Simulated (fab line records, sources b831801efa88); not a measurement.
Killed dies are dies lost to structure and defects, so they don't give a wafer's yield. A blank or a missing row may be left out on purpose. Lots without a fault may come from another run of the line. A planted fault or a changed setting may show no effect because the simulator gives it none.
fab line records | flow sky130 | part 2 of 2: steps 31 to 42 of 42
record lots=5 wafers=15 last_day=49
route steps=708 shown VT_ADJUST_HVTR@141 VT_ADJUST_PCH@143 SONOS_TUNNEL@154 SONOS_ONO@168
lots that met no fault: from a run of the same line without faults
start_h: hours from the record's first day to the start of the lot's first wafer shown | wait_h: hours since the lot's step before | " the same as in the row above | L1.1+2: a row that stands for several wafers | - no value, or no start given | * or withheld: withheld | < > ~ a bound
route shown NAME@n: a module of which the file shows steps, and the number in the route of the first | usual: mean/standard deviation of fault-free wafers | same: alike in all rows | chamber/n: place in a boat | sites: the reading at each site | _std_site: their standard deviation | _edge_site: outer sites' mean less inner sites' | radius_mm: how far each site lies from the wafer's centre | mask NAME#n: copy n | behind: the tool/chamber that last shaped the wafer | hold: why the lot was held/for how many hours/how that ended | device: the transistor (n, p or np) that didn't switch | end of line: the same wafers' tests at the end of the route | a step without rows: its recipe alone | killed: dies lost to structure and defects at the first sort, not the wafer's yield | map: a wafer's dies, x killed, . not, _ none there
set.NAME: the setting as run; set.NAME@STEP: as run at that earlier step | model.NAME: the simulator's own value behind a step, which no gauge read
lots at some steps of the route; a table a step, a row a wafer
services: from which hour (start_h, from the record's first day; less than 0 if before it) a tool's chamber was out of use, for how many hours, and why
## steps
# step SKY_SONOS_ONO_THK_MEAS_03
# recipe reads=Si3N4_of_SONOS_ONO_CVD_02
# usual SONOS_ONO_CVD_02_THK=10.57/0.16
# columns lot.wafer tool chamber start_h wait_h SONOS_ONO_CVD_02_THK[nm]
L079.4 film_metro-03 - 286.99 0.0 10.90
L079.5 " - " " 10.76
L079.6 " - " " 10.82
L088.1 film_metro-03 - 360.49 0.0 10.30
L088.4 " - " " 10.28
L088.5 " - " " 10.45
L089.1 film_metro-01 - 369.86 0.0 10.46
L089.2 " - " " 10.38
L089.3 " - " " 10.36
L094.1 film_metro-01 - 407.68 0.0 10.21
L094.2 " - " " 10.41
L094.5 " - " " 10.23
L095.1 film_metro-04 - 415.66 0.0 10.86
L095.3 " - " " 10.84
L095.6 " - " " 10.87
# step SKY_SONOS_ONO_CVD_04
# recipe material=SiO2 precursor=SiH4/N2O target_thk_nm=5.7199 temp_c=900 pressure_mtorr=400
# usual spike_tc_top_C=908.3/1.4 zone_power_bottom_pct=28.5/1.3 zone_power_top_pct=35/3.4
# columns lot.wafer tool chamber start_h wait_h spike_tc_top_C zone_power_bottom_pct zone_power_top_pct
L079.4 lpcvd-03 1 287.02 0.0 908.4 27.7 32
L079.5 " 1 " " 906.4 26.8 32
L079.6 " 1 " " 905.5 27.3 32
L088.1 lpcvd-03 0 360.55 0.1 910.3 29.9 39
L088.4 " 0 " " 909.1 29.6 39
L088.5 " 0 " " 908.1 29.8 39
L089.1 lpcvd-03 0 369.92 0.1 907.3 29.3 39
L089.2 " 0 " " 909.3 29.2 39
L089.3 " 0 " " 908.2 29.5 38
L094.1 lpcvd-03 0 407.74 0.1 910.2 30.1 39
L094.2 " 0 " " 909.9 29.3 38
L094.5 " 0 " " 909.7 29.7 38
L095.1 lpcvd-03 0 415.72 0.1 909.4 29.1 38
L095.3 " 0 " " 909.2 29.9 39
L095.6 " 0 " " 908.5 29.9 38
# step SKY_SONOS_ONO_THK_MEAS_05
# recipe reads=SiO2_of_SONOS_ONO_CVD_04
# usual SONOS_ONO_CVD_04_THK=5.69/0.11
# columns lot.wafer tool chamber start_h wait_h SONOS_ONO_CVD_04_THK[nm]
L079.4 film_metro-03 - 288.30 0.0 5.70
L079.5 " - " " 5.64
L079.6 " - " " 5.67
L088.1 film_metro-04 - 361.80 0.0 5.47
L088.4 " - " " 5.55
L088.5 " - " " 5.69
L089.1 film_metro-03 - 371.17 0.0 5.74
L089.2 " - " " 5.81
L089.3 " - " " 5.90
L094.1 film_metro-04 - 409.62 0.0 5.60
L094.2 " - " " 5.45
L094.5 " - " " 5.64
L095.1 film_metro-01 - 417.59 0.0 5.64
L095.3 " - " " 5.80
L095.6 " - " " 5.80
# step SKY_SONOS_ONO_DEHYDRATE_06
# recipe temp_c=200 time_s=60
# usual plate_temp_C=200.03/0.16
# columns lot.wafer tool chamber start_h wait_h plate_temp_C
L079.4 litho_track-01 0 300.23 11.9 200.11
L079.5 " 0 " " 199.93
L079.6 " 0 " " 200.01
L088.1 litho_track-04 0 374.91 13.1 199.96
L088.4 " 0 " " 199.66
L088.5 " 0 " " 199.90
L089.1 litho_track-02 0 384.95 13.8 199.91
L089.2 " 0 " " 200.24
L089.3 " 0 " " 200.39
L094.1 litho_track-01 0 424.11 14.5 200.12
L094.2 " 0 " " 200.04
L094.5 " 0 " " 200.08
L095.1 litho_track-04 0 432.11 14.5 200.21
L095.3 " 0 " " 200.23
L095.6 " 0 " " 200.08
# step SKY_SONOS_ONO_HMDS_07
# recipe prime_time_s=60 prime_temp_c=120
# same prime_time_s=60
# columns lot.wafer tool chamber start_h wait_h
L079.4+5+6 litho_track-01 0 300.38 0.1
L088.1+4+5 litho_track-04 0 375.06 0.1
L089.1+2+3 litho_track-02 0 385.10 0.1
L094.1+2+5 litho_track-01 0 424.26 0.1
L095.1+3+6 litho_track-04 0 432.26 0.1
# step SKY_SONOS_ONO_COAT_08
# recipe resist=NOVOLAK spin_rpm=3000 resist_thk_nm=1140
# columns lot.wafer tool chamber start_h wait_h
L079.4+5+6 litho_track-01 0 300.53 0.1
L088.1+4+5 litho_track-04 0 375.21 0.1
L089.1+2+3 litho_track-02 0 385.25 0.1
L094.1+2+5 litho_track-01 0 424.41 0.1
L095.1+3+6 litho_track-04 0 432.41 0.1
# step SKY_SONOS_ONO_SOFTBAKE_09
# recipe temp_c=90 time_s=60 resist=NOVOLAK
# usual plate_temp_C=90.00/0.15
# columns lot.wafer tool chamber start_h wait_h plate_temp_C
L079.4 litho_track-01 0 300.68 0.1 89.79
L079.5 " 0 " " 90.02
L079.6 " 0 " " 90.00
L088.1 litho_track-04 0 375.36 0.1 89.80
L088.4 " 0 " " 90.01
L088.5 " 0 " " 90.02
L089.1 litho_track-02 0 385.40 0.1 90.20
L089.2 " 0 " " 90.26
L089.3 " 0 " " 90.19
L094.1 litho_track-01 0 424.56 0.1 89.78
L094.2 " 0 " " 89.73
L094.5 " 0 " " 89.83
L095.1 litho_track-04 0 432.56 0.1 90.14
L095.3 " 0 " " 89.99
L095.6 " 0 " " 90.14
# step SKY_SONOS_ONO_EXPOSE_10
# recipe mask_id=ONOM target_cd_nm=410 na=0.6 source_shape=conventional sigma_outer=0.6 dose_mj=150
# columns lot.wafer tool chamber start_h wait_h mask
L079.4+5+6 iline_stepper-01 0 - - ONOM#0
L088.1+4+5 iline_stepper-01 0 - - ONOM#0
L089.1+2+3 iline_stepper-01 0 - - ONOM#0
L094.1+2+5 iline_stepper-01 0 - - ONOM#0
L095.1+3+6 iline_stepper-01 0 - - ONOM#0
# step SKY_SONOS_ONO_PEB_11
# recipe temp_c=withheld time_s=* resist=NOVOLAK
# columns lot.wafer tool chamber start_h wait_h
L079.4+5+6 litho_track-04 0 - -
L088.1+4+5 litho_track-02 0 - -
L089.1+2+3 litho_track-02 0 - -
L094.1+2+5 litho_track-04 0 - -
L095.1+3+6 litho_track-04 0 - -
# step SKY_SONOS_ONO_DEVELOP_12
# recipe develop_time_s=60 dev_temp_c=23
# columns lot.wafer tool chamber start_h wait_h
L079.4+5+6 litho_track-04 0 313.64 0.1
L088.1+4+5 litho_track-02 0 390.15 0.1
L089.1+2+3 litho_track-02 0 399.60 0.1
L094.1+2+5 litho_track-04 0 439.31 0.1
L095.1+3+6 litho_track-04 0 447.91 0.1
# step SKY_SONOS_ONO_CD_MEAS_13
# recipe target_cd_nm=410
# usual cd_nm=409.5/2.2
# columns lot.wafer tool chamber start_h wait_h cd_nm
L079.4 cd_sem-01 - 313.77 0.1 405.3
L079.5 " - " " 405.7
L079.6 " - " " 406.5
L088.1 cd_sem-02 - 390.30 0.1 409.8
L088.4 " - " " 410.2
L088.5 " - " " 409.1
L089.1 cd_sem-02 - 399.75 0.1 411.2
L089.2 " - " " 412.0
L089.3 " - " " 410.0
L094.1 cd_sem-02 - 439.46 0.1 406.0
L094.2 " - " " 406.1
L094.5 " - " " 407.6
L095.1 cd_sem-01 - 448.06 0.1 409.1
L095.3 " - " " 409.7
L095.6 " - " " 410.4
# step SKY_SONOS_ONO_OVL_MEAS_14
# usual SONOS_ONO_OVL=1.1/1.4
# columns lot.wafer tool chamber start_h wait_h SONOS_ONO_OVL[nm]
L079.4 overlay-02 - 313.85 0.1 0.8
L079.5 " - " " 1.2
L079.6 " - " " 1.8
L088.1 overlay-02 - 390.42 0.1 2.1
L088.4 " - " " 2.6
L088.5 " - " " 0.5
L089.1 overlay-02 - 399.87 0.1 0.1
L089.2 " - " " 0.5
L089.3 " - " " 0.3
L094.1 overlay-02 - 439.58 0.1 2.5
L094.2 " - " " 1.7
L094.5 " - " " -0.9
L095.1 overlay-02 - 448.18 0.1 1.6
L095.3 " - " " -1.0
L095.6 " - " " 0.0
## services
# columns tool chamber start_h hours kind
wet_bench-02 - 210.97 1.9 pm
furnace-01 - 213.18 4.2 pm
iline_stepper-02 - 274.07 8.9 pm
iline_stepper-01 - 282.96 1.7 pm
plasma_asher-03 - 306.46 2.3 repair
iline_stepper-02 - 307.21 6.1 repair
iline_stepper-01 - 312.68 1.4 repair
plasma_asher-03 - 320.00 4.3 repair
lpcvd-03 - 321.85 6.0 pm
plasma_asher-04 - 330.72 1.5 repair
implanter-03 - 339.00 5.5 repair
lpcvd-02 - 343.52 2.8 pm
implanter-04 - 346.58 8.9 repair
iline_stepper-02 - 355.13 1.7 pm
implanter-01 - 364.91 14.6 pm
plasma_asher-02 - 377.50 4.4 repair
furnace-01 - 381.63 4.3 pm
furnace-01 - 388.94 1.8 pm
iline_stepper-01 - 397.06 7.1 repair
plasma_asher-04 - 417.88 3.2 repair
furnace-01 - 422.08 2.4 pm
iline_stepper-02 - 424.28 2.1 pm
iline_stepper-02 - 427.12 10.6 repair
iline_stepper-02 - 439.63 12.1 repair
